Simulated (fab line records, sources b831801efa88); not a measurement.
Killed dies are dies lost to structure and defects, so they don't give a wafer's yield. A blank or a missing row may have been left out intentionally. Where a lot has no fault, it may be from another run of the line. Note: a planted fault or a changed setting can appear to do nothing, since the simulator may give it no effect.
Which tool is to blame? :: flow sky130 :: 12 lots, 36 wafers sampled, at 3 steps of a route of 708

== WHAT THE GAUGES READ, wafer by wafer ==
SKY_LDD_P_TW_MEAS_11.
lot: L688
measured: day 19 07:41
on: film-metro-02
LDD_P_TW: 628 624 624

lot: L690
measured: day 20 03:58
on: film-metro-04
LDD_P_TW: 639 638 640

lot: L694
measured: day 21 12:02
on: film-metro-04
LDD_P_TW: 638 636 638

lot: L693
measured: day 21 12:38
on: film-metro-02
LDD_P_TW: 624 625 627

lot: L698
measured: day 23 20:02
on: film-metro-02
LDD_P_TW: 627 628 626

lot: L701
measured: day 24 13:01
on: film-metro-03
LDD_P_TW: 627 631 629

lot: L700
measured: day 24 13:27
on: film-metro-02
LDD_P_TW: 772 772 776

lot: L706
measured: day 26 00:20
on: film-metro-03
LDD_P_TW: 781 778 784

lot: L707
measured: day 26 04:53
on: film-metro-04
LDD_P_TW: 637 640 639

lot: L708
measured: day 26 18:26
on: film-metro-04
LDD_P_TW: 635 635 639

lot: L710
measured: day 26 23:44
on: film-metro-04
LDD_P_TW: 636 636 636

lot: L709
measured: day 27 01:14
on: film-metro-02
LDD_P_TW: 626 628 628

SKY_LI_CONTACT_BOW_MEAS_03.
lot: L688
measured: day 28 06:52
on: film-metro-02
LI_CONTACT_BOW (um): 61 58 52

lot: L690
measured: day 28 22:58
on: film-metro-02
LI_CONTACT_BOW (um): 52 60 58

lot: L694
measured: day 30 07:41
on: film-metro-01
LI_CONTACT_BOW (um): 53 64 60

lot: L693
measured: day 30 07:59
on: film-metro-04
LI_CONTACT_BOW (um): 57 60 63

lot: L698
measured: day 32 06:46
on: film-metro-01
LI_CONTACT_BOW (um): 49 65 58

lot: L701
measured: day 33 02:49
on: film-metro-01
LI_CONTACT_BOW (um): 55 71 46

lot: L700
measured: day 33 03:07
on: film-metro-04
LI_CONTACT_BOW (um): 50 55 46

lot: L706
measured: day 34 06:26
on: film-metro-04
LI_CONTACT_BOW (um): 58 47 61

lot: L707
measured: day 34 11:16
on: film-metro-02
LI_CONTACT_BOW (um): 66 56 53

lot: L708
measured: day 35 19:47
on: film-metro-01
LI_CONTACT_BOW (um): 59 64 55

lot: L710
measured: day 35 21:37
on: film-metro-02
LI_CONTACT_BOW (um): 54 48 55

lot: L709
measured: day 35 22:01
on: film-metro-04
LI_CONTACT_BOW (um): 54 51 38

== WHICH TOOL RAN EACH LOT (tool, then ch and the chambers of the sampled wafers, then the start) ==
lot: L688
SKY_LDD_P_IMPLANT_09: implanter-04 ch 0, day 19 07:26

lot: L690
SKY_LDD_P_IMPLANT_09: implanter-01 ch 0, day 20 03:43

lot: L694
SKY_LDD_P_IMPLANT_09: implanter-01 ch 0, day 21 11:47

lot: L693
SKY_LDD_P_IMPLANT_09: implanter-03 ch 0, day 21 12:23

lot: L698
SKY_LDD_P_IMPLANT_09: implanter-01 ch 0, day 23 19:47

lot: L701
SKY_LDD_P_IMPLANT_09: implanter-03 ch 0, day 24 12:46

lot: L700
SKY_LDD_P_IMPLANT_09: implanter-01 ch 0, day 24 12:53

lot: L706
SKY_LDD_P_IMPLANT_09: implanter-04 ch 0, day 25 23:47

lot: L707
SKY_LDD_P_IMPLANT_09: implanter-03 ch 0, day 26 04:38

lot: L708
SKY_LDD_P_IMPLANT_09: implanter-01 ch 0, day 26 18:11

lot: L710
SKY_LDD_P_IMPLANT_09: implanter-03 ch 0, day 26 23:30

lot: L709
SKY_LDD_P_IMPLANT_09: implanter-01 ch 0, day 27 01:00
- SKY_LDD_P_IMPLANT_09

== WHAT THE TOOLS THEMSELVES READ (means of the sampled wafers that have a number; where no wafer has one, the mark that the record gives instead) ==
SKY_LDD_P_IMPLANT_09.
lot: L688
tool: implanter-04
faraday-current-uA: 56.1

lot: L690
tool: implanter-01
faraday-current-uA: 56.4

lot: L694
tool: implanter-01
faraday-current-uA: 55.5

lot: L693
tool: implanter-03
faraday-current-uA: 56.5

lot: L698
tool: implanter-01
faraday-current-uA: 56.2

lot: L701
tool: implanter-03
faraday-current-uA: 56.6

lot: L700
tool: implanter-01
faraday-current-uA: 57.5

lot: L706
tool: implanter-04
faraday-current-uA: 56.0

lot: L707
tool: implanter-03
faraday-current-uA: 55.9

lot: L708
tool: implanter-01
faraday-current-uA: 57.0

lot: L710
tool: implanter-03
faraday-current-uA: 56.3

lot: L709
tool: implanter-01
faraday-current-uA: 56.9

== THE ANSWER, worked out from the rows above alone ==
Rule: usual is defined by the lots themselves. Put in order of their means at a reading, lots are off if they are a third of the lots or fewer, leave a main group of 4 or more, and stand apart from it by a gap of 3 or more times the standard deviation of the main group's means; of several such gaps the widest counts. If all means in a main group match to the digits the tables above print for the reading, that group is not used. A lot without any number at a reading at which 4 lots or more have one is off too. The other lots that the step has rows for count as sound. First the gauges in route order, then the tools' own readings, where a lot's mean is used as printed above. At the first step where some lot is off, the reading lying furthest off is the one used; lots without a number count as furthest.
Off: at SKY_LDD_P_TW_MEAS_11 (LDD_P_TW), L700, L706. Mean 632 and standard deviation 5.5 in the main group.
A tool fits if, at a process step before that reading, it ran every lot that is off, and no sound lot after the first of them. The gauges at SKY_LDD_P_TW_MEAS_11 are tried like those tools. None of those tried fits.

== WHAT THE SIMULATOR HAD PUT IN ==
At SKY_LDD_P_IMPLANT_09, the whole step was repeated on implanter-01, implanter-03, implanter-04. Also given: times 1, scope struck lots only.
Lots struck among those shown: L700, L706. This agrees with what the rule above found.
